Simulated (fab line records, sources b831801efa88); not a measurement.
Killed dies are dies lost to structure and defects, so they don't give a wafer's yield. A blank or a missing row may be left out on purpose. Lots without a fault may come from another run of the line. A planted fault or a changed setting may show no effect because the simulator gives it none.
Which tool did it? | flow sky130 | 11 lots, 33 wafers sampled, at 3 steps of a route of 708

WHAT THE GAUGES READ, wafer by wafer
SKY_VIA1_BOW_MEAS_03.
lot  | measured     | on            | VIA1_BOW (um)
L639 | day 34 00:01 | film_metro-01 | 73 82 69
L641 | day 34 12:19 | film_metro-01 | 77 79 85
L642 | day 34 19:04 | film_metro-02 | 74 81 75
L643 | day 35 03:02 | film_metro-02 | 74 74 75
L644 | day 35 07:05 | film_metro-01 | 82 82 89
L645 | day 35 11:49 | film_metro-02 | 68 62 72
L651 | day 37 14:40 | film_metro-02 | 80 74 81
L659 | day 39 18:54 | film_metro-01 | 91 86 78
L660 | day 40 03:20 | film_metro-01 | 87 91 88
L661 | day 40 08:41 | film_metro-03 | 83 74 82
L662 | day 40 17:34 | film_metro-03 | 65 85 79

WHICH TOOL RAN EACH LOT (tool, then ch and the chambers of the sampled wafers, then the start)
lot  | SKY_LI_CONTACT_STRIP_16              | SKY_CONTACT_ETCH_17
L639 | plasma_asher-04 ch 0,1, day 30 04:51 | rie_diel-02 ch 1,2, day 32 17:02
L641 | plasma_asher-03 ch 0,1, day 30 17:22 | rie_diel-03 ch 1,2, day 33 05:33
L642 | plasma_asher-02 ch 0,1, day 31 00:17 | rie_diel-03 ch 2,3, day 33 12:43
L643 | plasma_asher-04 ch 1, day 31 09:33   | rie_diel-02 ch 0,1,3, day 33 21:17
L644 | plasma_asher-02 ch 0,1, day 31 15:21 | rie_diel-03 ch 0,1,3, day 34 01:18
L645 | plasma_asher-02 ch 0,1, day 31 19:48 | rie_diel-04 ch 0,1,3, day 34 06:52
L651 | plasma_asher-04 ch 0,1, day 34 01:34 | rie_diel-04 ch 0,2,3, day 36 09:21
L659 | plasma_asher-02 ch 0,1, day 36 06:03 | rie_diel-03 ch 0,1,3, day 38 14:11
L660 | plasma_asher-02 ch 0,1, day 36 15:13 | rie_diel-04 ch 0,3, day 38 22:49
L661 | plasma_asher-04 ch 0,1, day 36 21:07 | rie_diel-03 ch 0,1,3, day 39 04:25
L662 | plasma_asher-02 ch 0,1, day 37 07:36 | rie_diel-02 ch 2,3, day 39 13:34
- SKY_LI_CONTACT_STRIP_16: strips in O2/N2.
- SKY_CONTACT_ETCH_17: etches SiO2 in C4F8/O2/Ar, stops on Si3N4, target depth 340 nm.

THE ANSWER, worked out from the rows above alone
Rule: what is usual is taken from the lots themselves. Put in order of their means at a reading, lots are off if they are a third of the lots or fewer, leave a main group of 4 or more, and stand apart from it by a gap of 3 or more times the standard deviation of the main group's means; of several such gaps the widest counts. A main group whose means are all the same, to the digits that the tables above print for the reading, isn't used. A lot without any number at a reading at which 4 lots or more have one is off too. The other lots that the step has rows for count as sound.
No lot is off at any reading shown: from this, nothing can be told.

WHAT THE SIMULATOR HAD PUT IN
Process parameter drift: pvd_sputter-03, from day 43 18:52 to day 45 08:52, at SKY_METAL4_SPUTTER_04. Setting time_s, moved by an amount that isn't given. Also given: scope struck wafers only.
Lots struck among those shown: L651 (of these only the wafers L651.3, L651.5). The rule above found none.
